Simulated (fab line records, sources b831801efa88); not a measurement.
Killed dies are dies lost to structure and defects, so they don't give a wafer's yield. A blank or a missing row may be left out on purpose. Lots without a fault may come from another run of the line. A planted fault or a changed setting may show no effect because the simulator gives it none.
Which tool did it? | flow sky130 | 12 lots, 36 wafers sampled, at 4 steps of a route of 708

WHAT THE GAUGES READ, wafer by wafer
SKY_VIA2_CD_MEAS_12: target cd 200 nm.
lot  | measured     | on        | cd_nm (nm)
L793 | day 36 09:16 | cd_sem-02 | 199.8 200.2 201.0
L797 | day 38 09:38 | cd_sem-01 | 198.6 199.9 199.3
L796 | day 38 15:04 | cd_sem-02 | 200.2 200.2 199.8
L798 | day 38 18:03 | cd_sem-01 | 206.8 205.5 206.1
L800 | day 38 21:42 | cd_sem-01 | 207.7 208.6 209.2
L804 | day 40 07:09 | cd_sem-02 | 201.1 199.3 200.0
L803 | day 40 09:58 | cd_sem-01 | 199.1 198.3 199.7
L805 | day 40 10:41 | cd_sem-02 | 197.8 198.9 199.4
L807 | day 40 14:35 | cd_sem-01 | 200.4 200.4 200.0
L809 | day 41 06:02 | cd_sem-01 | 200.2 202.4 200.3
L811 | day 42 04:54 | cd_sem-01 | 201.6 202.1 200.6
L814 | day 42 16:49 | cd_sem-01 | 203.2 203.7 202.1

WHICH TOOL RAN EACH LOT (tool, then ch and the chambers of the sampled wafers, then the start)
lot  | SKY_METAL2_DESCUM_17              | SKY_VIA2_CMP_02               | SKY_VIA2_EXPOSE_09
L793 | rie_metal-02 ch 0,1, day 35 04:38 | cmp-01 ch 2,3, day 35 05:39   | krf_scanner-01 ch 0, day 35 19:58
L797 | rie_metal-02 ch 0,1, day 37 05:40 | cmp-01 ch 1,2,3, day 37 06:38 | krf_scanner-01 ch 0, day 37 20:20
L796 | rie_metal-01 ch 0,1, day 37 11:56 | cmp-01 ch 0,1,3, day 37 13:00 | krf_scanner-01 ch 0, day 38 02:16
L798 | rie_metal-01 ch 0,1, day 37 14:10 | cmp-02 ch 0,1,2, day 37 15:08 | krf_scanner-01 ch 0, day 38 05:19
L800 | rie_metal-02 ch 0, day 37 18:37   | cmp-02 ch 0,2,3, day 37 19:54 | krf_scanner-01 ch 0, day 38 09:38
L804 | rie_metal-04 ch 0,1, day 39 05:29 | cmp-02 ch 0,3, day 39 06:34   | krf_scanner-02 ch 0, day 39 19:16
L803 | rie_metal-04 ch 0,1, day 39 07:47 | cmp-01 ch 0,3, day 39 08:47   | krf_scanner-02 ch 0, day 39 21:28
L805 | rie_metal-01 ch 0, day 39 08:58   | cmp-02 ch 1,2, day 39 10:07   | krf_scanner-02 ch 0, day 39 22:16
L807 | rie_metal-02 ch 0,1, day 39 13:34 | cmp-01 ch 0,1,3, day 39 14:38 | krf_scanner-02 ch 0, day 40 02:51
L809 | rie_metal-02 ch 0,1, day 40 04:25 | cmp-01 ch 2,3, day 40 05:43   | krf_scanner-02 ch 0, day 40 18:42
L811 | rie_metal-04 ch 0,1, day 41 02:31 | cmp-01 ch 1,2, day 41 04:29   | krf_scanner-02 ch 0, day 41 16:34
L814 | rie_metal-02 ch 0,1, day 41 15:46 | cmp-02 ch 1,2,3, day 41 16:50 | krf_scanner-02 ch 0, day 42 05:48
- SKY_METAL2_DESCUM_17: chemistry O2, time 8 s.
- SKY_VIA2_CMP_02: polishes SiO2.
- SKY_VIA2_EXPOSE_09: exposes mask VIM2, target cd 200 nm.

WHAT THE TOOLS THEMSELVES READ (means of the sampled wafers that have a number; where no wafer has one, the mark that the record gives instead)
SKY_METAL2_DESCUM_17.
lot  | tool         | chamber_pressure_mTorr (mTorr) | drypump_motor_current_A (A) | oes_product_au (a.u.)
L793 | rie_metal-02 | 9.990                          | 5.6                         | 1.003
L797 | rie_metal-02 | 10.007                         | 5.3                         | 1.010
L796 | rie_metal-01 | 10.008                         | 5.4                         | 1.004
L798 | rie_metal-01 | 10.000                         | 5.6                         | 0.992
L800 | rie_metal-02 | 9.998                          | 5.8                         | 1.000
L804 | rie_metal-04 | 10.006                         | 5.9                         | 1.013
L803 | rie_metal-04 | 9.998                          | 5.8                         | 1.006
L805 | rie_metal-01 | 10.007                         | 5.8                         | 1.017
L807 | rie_metal-02 | 10.000                         | 5.6                         | 1.007
L809 | rie_metal-02 | 9.994                          | 5.3                         | 1.022
L811 | rie_metal-04 | 10.006                         | 5.8                         | 1.013
L814 | rie_metal-02 | 9.993                          | 5.3                         | 1.010

SKY_VIA2_CMP_02.
lot  | tool   | motor_current_A (A) | retaining_ring_pressure_frac | slurry_flow_ml_min
L793 | cmp-01 | 11.5                | 1.002                        | 149.3
L797 | cmp-01 | 12.3                | 1.000                        | 149.8
L796 | cmp-01 | 12.4                | 1.008                        | 149.8
L798 | cmp-02 | 12.8                | 1.001                        | 150.3
L800 | cmp-02 | 11.6                | 1.001                        | 150.2
L804 | cmp-02 | 10.6                | 0.998                        | 150.0
L803 | cmp-01 | 13.1                | 0.998                        | 150.2
L805 | cmp-02 | 12.7                | 1.004                        | 149.5
L807 | cmp-01 | 12.0                | 0.998                        | 150.1
L809 | cmp-01 | 12.5                | 1.005                        | 150.7
L811 | cmp-01 | 12.5                | 1.004                        | 150.2
L814 | cmp-02 | 11.6                | 0.998                        | 149.8

SKY_VIA2_EXPOSE_09.
lot  | tool           | exposure_dose_mJ_cm2
L793 | krf_scanner-01 | 37.98
L797 | krf_scanner-01 | 37.93
L796 | krf_scanner-01 | 37.98
L798 | krf_scanner-01 | 39.46
L800 | krf_scanner-01 | 39.47
L804 | krf_scanner-02 | 37.89
L803 | krf_scanner-02 | 37.91
L805 | krf_scanner-02 | 37.87
L807 | krf_scanner-02 | 37.92
L809 | krf_scanner-02 | 37.86
L811 | krf_scanner-02 | 37.90
L814 | krf_scanner-02 | 37.92

THE ANSWER, worked out from the rows above alone
Rule: what is usual is taken from the lots themselves. Put in order of their means at a reading, lots are off if they are a third of the lots or fewer, leave a main group of 4 or more, and stand apart from it by a gap of 3 or more times the standard deviation of the main group's means; of several such gaps the widest counts. A main group whose means are all the same, to the digits that the tables above print for the reading, isn't used. A lot without any number at a reading at which 4 lots or more have one is off too. The other lots that the step has rows for count as sound. The gauges are gone through in route order, then the tools' own readings, and for those a lot's mean is taken as printed above. The first step at which some lot is off is used, and at that step the reading that is off furthest; a lot without a number counts as furthest.
Off: L798, L800, at SKY_VIA2_EXPOSE_09 (exposure_dose_mJ_cm2). The main group: mean 37.92, standard deviation 0.038.
A tool fits if, at that step or a process step before it, it ran every lot that is off, and no sound lot after the first of them. One fits: krf_scanner-01 at SKY_VIA2_EXPOSE_09. Its last sound lot is L796 (day 38 02:16), its first lot that is off L798 (day 38 05:19): a fault that began between those two fits.
The tool's own readings at SKY_VIA2_EXPOSE_09 bear it out: on the lots that are off they differ by more than 5 times the standard deviation of the sound lots' means. exposure_dose_mJ_cm2 reads 39.47 there against 37.92 on the sound lots.

WHAT THE SIMULATOR HAD PUT IN
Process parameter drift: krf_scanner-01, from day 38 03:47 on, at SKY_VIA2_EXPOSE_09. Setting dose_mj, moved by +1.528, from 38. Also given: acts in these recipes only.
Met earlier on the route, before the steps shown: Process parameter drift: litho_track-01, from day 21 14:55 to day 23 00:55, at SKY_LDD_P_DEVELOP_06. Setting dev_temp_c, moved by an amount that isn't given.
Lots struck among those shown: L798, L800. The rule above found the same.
